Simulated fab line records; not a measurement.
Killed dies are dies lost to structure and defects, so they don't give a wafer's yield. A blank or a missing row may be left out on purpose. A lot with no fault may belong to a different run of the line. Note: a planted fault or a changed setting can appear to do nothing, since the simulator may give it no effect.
Which tool did it? ; flow gf180mcu ; 13 lots with 39 wafers sampled at 4 steps, on a route of 602 steps

== WHAT THE GAUGES READ, wafer by wafer ==
GF_STI_THK_MEAS_24.
lot;measured;on;STI_CVD_23_THK (nm)
L182;day 2 16:31;film-metro-03;652 653 643
L183;day 2 20:26;film-metro-02;655 657 649
L185;day 3 05:56;film-metro-01;651 664 646
L186;day 3 12:43;film-metro-01;631 637 643
L188;day 3 21:14;film-metro-01;644 657 651
L189;day 4 02:01;film-metro-01;643 630 653
L190;day 4 07:30;film-metro-03;658 656 657
L192;day 4 16:47;film-metro-03;653 638 641
L193;day 4 23:20;film-metro-01;639 641 639
L196;day 5 13:24;film-metro-02;646 634 631
L201;day 6 15:22;film-metro-02;664 663 652
L202;day 6 20:36;film-metro-02;650 647 630
L203;day 7 03:14;film-metro-02;626 634 627

GF_VT_IMPLANT_TW_MEAS_43.
lot;measured;on;VT_IMPLANT_4_TW
L182;day 8 04:34;film-metro-02;692 690 690
L183;day 8 09:35;film-metro-02;695 695 697
L185;day 9 02:56;film-metro-04;691 690 690
L186;day 9 04:33;film-metro-04;692 692 689
L188;day 9 18:44;film-metro-01;681 681 679
L189;day 9 22:42;film-metro-02;692 696 694
L190;day 10 07:05;film-metro-04;691 691 691
L192;day 10 19:53;film-metro-02;697 699 695
L193;day 11 06:38;film-metro-04;690 688 691
L196;day 11 23:46;film-metro-01;686 682 682
L201;day 13 08:46;film-metro-01;655 658 659
L202;day 13 18:56;film-metro-01;655 657 656
L203;day 13 23:17;film-metro-01;657 659 655

GF_NSD_CD_MEAS_07 targets a cd of 400 nm.
lot;measured;on;cd-nm (nm)
L182;day 14 06:11;cd-sem-02;397.4 400.2 399.7
L183;day 14 11:20;cd-sem-02;395.8 396.3 396.9
L185;day 15 05:17;cd-sem-02;403.6 401.8 401.5
L186;day 15 08:08;cd-sem-01;399.5 399.5 399.0
L188;day 16 01:53;cd-sem-01;398.7 401.9 402.1
L189;day 16 06:59;cd-sem-02;397.8 399.5 399.2
L190;day 16 13:56;cd-sem-02;399.4 399.9 399.2
L192;day 17 07:34;cd-sem-02;396.2 396.1 395.0
L193;day 18 00:49;cd-sem-01;401.0 398.4 402.1
L196;day 18 17:59;cd-sem-02;398.2 402.1 401.0
L201;day 20 14:21;cd-sem-01;399.9 401.8 401.5
L202;day 21 00:34;cd-sem-01;402.5 402.9 405.8
L203;day 21 03:04;cd-sem-01;401.2 400.4 400.0

== TOOL THAT RAN EACH LOT (tool first, then ch and the chambers of the sampled wafers, then the start) ==
lot;GF_VT_IMPLANT_IMPLANT_41
L182;implanter-04 ch 0, day 8 04:20
L183;implanter-01 ch 0, day 8 09:20
L185;implanter-02 ch 0, day 9 02:41
L186;implanter-02 ch 0, day 9 04:20
L188;implanter-04 ch 0, day 9 18:29
L189;implanter-02 ch 0, day 9 22:29
L190;implanter-01 ch 0, day 10 06:50
L192;implanter-02 ch 0, day 10 19:39
L193;implanter-02 ch 0, day 11 06:25
L196;implanter-01 ch 0, day 11 23:31
L201;implanter-01 ch 0, day 13 08:31
L202;implanter-01 ch 0, day 13 18:43
L203;implanter-01 ch 0, day 13 23:03
- GF_VT_IMPLANT_IMPLANT_41

== WHAT THE TOOLS THEMSELVES READ (means of the sampled wafers that have a number; where no wafer has one, the mark that the record gives instead) ==
GF_VT_IMPLANT_IMPLANT_41.
lot;tool;beam-on-s (s);dose-ions-cm2;end-station-pressure-torr (Torr);faraday-current-uA
L182;implanter-04;9.94;1.012e+12;5.17e-06;5.74
L183;implanter-01;10.21;1.013e+12;5.01e-06;5.60
L185;implanter-02;9.80;1.012e+12;5.01e-06;5.82
L186;implanter-02;9.80;1.012e+12;4.80e-06;5.82
L188;implanter-04;10.05;1.012e+12;4.89e-06;5.70
L189;implanter-02;10.13;1.013e+12;4.91e-06;5.63
L190;implanter-01;9.97;1.013e+12;4.88e-06;5.73
L192;implanter-02;10.16;1.013e+12;4.68e-06;5.63
L193;implanter-02;9.84;1.013e+12;5.27e-06;5.77
L196;implanter-01;9.82;1.012e+12;5.16e-06;5.80
L201;implanter-01;10.36;9.027e+11;4.87e-06;4.91
L202;implanter-01;10.09;9.022e+11;4.75e-06;5.02
L203;implanter-01;10.03;9.004e+11;4.86e-06;5.07

== THE ANSWER, worked out from the rows above alone ==
Rule: the lots themselves supply what counts as usual. Put in order of their means at a reading, lots are off if they are a third of the lots or fewer, leave a main group of 4 or more, and stand apart from it by a gap of 3 or more times the standard deviation of the main group's means; of several such gaps the widest counts. A main group whose means are all the same, to the digits that the tables above print for the reading, isn't used. Also off: a lot with no number at a reading for which 4 or more lots have one. The other lots that the step has rows for count as sound. Order of review: gauges by route order, followed by the tools' own readings, for which a lot's mean as printed above is used. At the first step where some lot is off, the reading lying furthest off is the one used; lots without a number count as furthest.
Off: L201, L202, L203, at GF_VT_IMPLANT_TW_MEAS_43 (VT_IMPLANT_4_TW). The main group has a mean of 690 with a standard deviation of 4.9.
If a tool, at a process step before that reading, ran all the lots that are off and no sound lot after the first of them, it fits. Not tried: the gauges at GF_VT_IMPLANT_TW_MEAS_43; whatever is off there is also off at GF_VT_IMPLANT_IMPLANT_41, on other tools, and gauge error can't account for it. One fits: GF_VT_IMPLANT_IMPLANT_41 on implanter-01. A fault onset in the window from L196 (day 11 23:31, its last sound lot) to L201 (day 13 08:31, its first lot off) fits.
The tool's own readings at GF_VT_IMPLANT_IMPLANT_41 bear it out: on the lots that are off they differ by more than 5 times the standard deviation of the sound lots' means. dose-ions-cm2 reads 9.018e+11 there against 1.012e+12 on the sound lots; faraday-current-uA reads 5.00 there against 5.72 on the sound lots.

== WHAT THE SIMULATOR PUT IN ==
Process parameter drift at GF_VT_IMPLANT_IMPLANT_41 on implanter-01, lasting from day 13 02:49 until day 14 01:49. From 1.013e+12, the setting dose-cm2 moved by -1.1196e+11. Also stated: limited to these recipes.
Shown lots that were struck: L201, L202, L203. The rule above reached the same finding.
